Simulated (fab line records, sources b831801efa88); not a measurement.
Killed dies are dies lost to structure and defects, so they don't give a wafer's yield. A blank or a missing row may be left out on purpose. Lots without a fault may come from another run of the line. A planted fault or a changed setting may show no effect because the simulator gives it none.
A struck lot beside a sound one | flow sky130 | 43 steps out of a route of 708
Sound: wafers L453.1, L453.2, L453.5. Struck: wafers L474.2, L474.5, L474.6. The cause comes at the end.
At each step with rows: each side's tool, then ch and its chambers, then its first start. Under that, the readings that differ: sound wafers | struck wafers | difference of the means | sigmas: that difference in standard deviations of wafers without a fault.
alike: readings whose means differ by less than 2 such deviations, and words and numbers that are the same on both sides. not compared: withheld readings, readings that some wafer has no value for, bounds like >300 that may hide the same value, and numbers for which the record gives no deviation and whose values overlap.
The two part at a step that has a row with sigmas, a row that says differs or no value, or rows on one side only. Numbers that don't overlap but have no deviation are shown without sigmas and don't part them. A reading that every wafer of one side lacks parts them only if that side has two wafers or more.

SKY_CAPM_RS_MEAS_03: measures by four-point-probe.
  sound on film_metro-02, day 36 23:59; struck on film_metro-04, day 43 06:43
  alike: CAPM_TIN_RS
SKY_CAPM_THK_MEAS_04: measures by xrf.
  sound on film_metro-02, day 37 00:07; struck on film_metro-04, day 43 06:50
  alike: CAPM_TIN_THK
then, 7 steps without rows for these wafers: SKY_CAPM_DEHYDRATE_05 (time 60 s); SKY_CAPM_HMDS_06 (prime time 60 s); SKY_CAPM_COAT_07 (resist thk 1140 nm); SKY_CAPM_SOFTBAKE_08 (time 60 s); SKY_CAPM_EXPOSE_09 (exposes mask CAPM, target cd 1000 nm); SKY_CAPM_PEB_10; SKY_CAPM_DEVELOP_11 (develop time 60 s).
SKY_CAPM_OVL_MEAS_12:
  sound on overlay-01, day 38 01:13; struck on overlay-01, day 44 04:16
  alike: CAPM_OVL
SKY_CAPM_METAL_ETCH_13: etches TiN in Cl2/BCl3, stops on SiO2, target depth 220 nm, time 62.9 s.
  sound on rie_metal-01 ch 0,1, day 38 01:15; struck on rie_metal-02 ch 0,1, day 44 04:18
  alike: drypump_motor_current_A, oes_product_au, throttle_valve_pct
  not compared: rf_hours_counter_h
then, 1 step without rows for these wafers: SKY_CAPM_STRIP_14 (strips in O2/N2).
SKY_CAPM_STRIP_15: strips in post etch residue remover, time 1200 s.
  sound on wet_bench-01 ch 1, day 38 01:25; struck on wet_bench-01 ch 2, day 44 04:29
then, 10 steps without rows for these wafers: SKY_CAPM_CLEAN_16 (cleans in IPA, time 180 s); SKY_CAPM_CLEAN_17 (cleans in O3/DIW); SKY_METAL3_DEHYDRATE_05 (time 60 s); SKY_METAL3_HMDS_06 (prime time 60 s); SKY_METAL3_COAT_07 (resist thk 60 nm); SKY_METAL3_COAT_08 (resist thk 1140 nm); SKY_METAL3_SOFTBAKE_09 (time 90 s); SKY_METAL3_EXPOSE_10 (exposes mask MM3, target cd 300 nm); SKY_METAL3_PEB_11; SKY_METAL3_DEVELOP_12 (develop time 60 s).
SKY_METAL3_CD_MEAS_13: target cd 300 nm.
  sound on cd_sem-01, day 39 02:15; struck on cd_sem-02, day 45 02:47
  alike: cd_nm
SKY_METAL3_OVL_MEAS_14:
  sound on overlay-01, day 39 02:22; struck on overlay-01, day 45 02:53
  alike: METAL3_OVL
SKY_METAL3_DESCUM_15: chemistry O2, time 8 s.
  sound on rie_metal-01 ch 0,1, day 39 02:25; struck on rie_metal-02 ch 0,1, day 45 02:55
  reading                     | sound          | struck         | difference | sigmas
  drypump_motor_current_A (A) | 6.02 5.42 5.42 | 6.46 6.46 6.01 | +0.69      | +2
  alike: oes_product_au
  not compared: rf_hours_counter_h
then, 1 step without rows for these wafers: SKY_METAL3_ETCH_16 (etches BARC in N2/H2, stops on SiO2, time 88.2 s, target depth 60 nm).
SKY_METAL3_ETCH_17: etches SiO2 in C4F8/O2/Ar, stops on TiN, time 3.9 s, target depth 15 nm.
  sound on rie_diel-03 ch 0,1,3, day 39 02:32; struck on rie_diel-03 ch 1,3, day 45 03:03
  alike: oes_product_au
  not compared: rf_hours_counter_h
SKY_METAL3_METAL_ETCH_18: etches the open film in Cl2/BCl3, stops on SiO2, target depth 845 nm, time 183.1 s.
  sound on rie_metal-04 ch 0,1, day 39 02:34; struck on rie_metal-04 ch 0,1, day 45 03:04
  alike: drypump_motor_current_A, oes_product_au, throttle_valve_pct
  not compared: rf_hours_counter_h
then, 5 steps without rows for these wafers: SKY_METAL3_STRIP_19 (strips in O2/N2); SKY_METAL3_STRIP_20 (strips in post etch residue remover, time 1200 s); SKY_METAL3_CLEAN_21 (cleans in IPA, time 180 s); SKY_METAL3_CLEAN_22 (cleans in O3/DIW); SKY_VIA3_HDPCVD_00 (deposits SiO2, target thk 1635 nm, time 272.5 s).
SKY_VIA3_THK_MEAS_01:
  sound on film_metro-02, day 39 03:30; struck on film_metro-01, day 45 04:03
  alike: VIA3_HDPCVD_THK
SKY_VIA3_CMP_02: polishes SiO2.
  sound on cmp-02 ch 1,2,3, day 39 03:37; struck on cmp-02 ch 0,3, day 45 04:09
  alike: motor_current_A
SKY_VIA3_BOW_MEAS_03:
  sound on film_metro-02, day 39 03:52; struck on film_metro-03, day 45 04:25
  alike: VIA3_BOW
then, 5 steps without rows for these wafers: SKY_VIA3_DEHYDRATE_04 (time 60 s); SKY_VIA3_HMDS_05 (prime time 60 s); SKY_VIA3_COAT_06 (resist thk 60 nm); SKY_VIA3_COAT_07 (resist thk 450 nm); SKY_VIA3_SOFTBAKE_08 (time 90 s).
-- the record jumps here: 6 days lie between the struck wafers' starts before and after (it left off in module VIA3 and takes up again in module PAD_OPEN, whose first step shown is number 708 of the route) --
SKY_PAD_OPEN_PROBE_99:
  sound on prober-02, day 46 04:29; struck on prober-01, day 50 23:35
  reading                               | sound             | struck            | difference | sigmas
  defect_limited_yield (%)              | 81.1 82.9 84.1    | 78.5 75.8 73.8    | -6.7       | -4
  killed_at_other                       | 0 0 1             | 30 33 33          | +32        | +62
  killed_dies                           | 93 84 78          | 106 119 129       | +33        | +4
  sort_bin_3_pad_short (%)              | 1.6 0.6 1.2       | 3.0 3.9 2.8       | +2.1       | +5
  sort_bin_5_function (%)               | 10.2 10.4 8.5     | 12.2 13.6 17.1    | +4.6       | +3
  sort_n_pass                           | 399 408 414       | 386 373 363       | -33        | -4
  sort_yield_pct (%)                    | 81.1 82.9 84.1    | 78.5 75.8 73.8    | -6.7       | -4
  model.etest.tester.sort_n_pass        | 399 408 414       | 386 373 363       | -33        |
  model.etest.tester.sort_yield_pct (%) | 81.1 82.93 84.15  | 78.46 75.81 73.78 | -6.71      |
  model.etest.tester.sort_bin_5_pct (%) | 10.16 10.37 8.537 | 12.2 13.62 17.07  | +4.6       |
  model.etest.tester.sort_bin_3_pct (%) | 1.626 0.6098 1.22 | 3.049 3.862 2.846 | +2.100     |
  alike: killed_at_M0_to_M3, killed_at_M4_up, killed_at_contacts, killed_at_front_end, killed_open, killed_short, sort_bin_6_memory

WHERE THEY PART
First at SKY_METAL3_DESCUM_15; last, within this record, at SKY_PAD_OPEN_PROBE_99.

WHY: what the simulator had put in
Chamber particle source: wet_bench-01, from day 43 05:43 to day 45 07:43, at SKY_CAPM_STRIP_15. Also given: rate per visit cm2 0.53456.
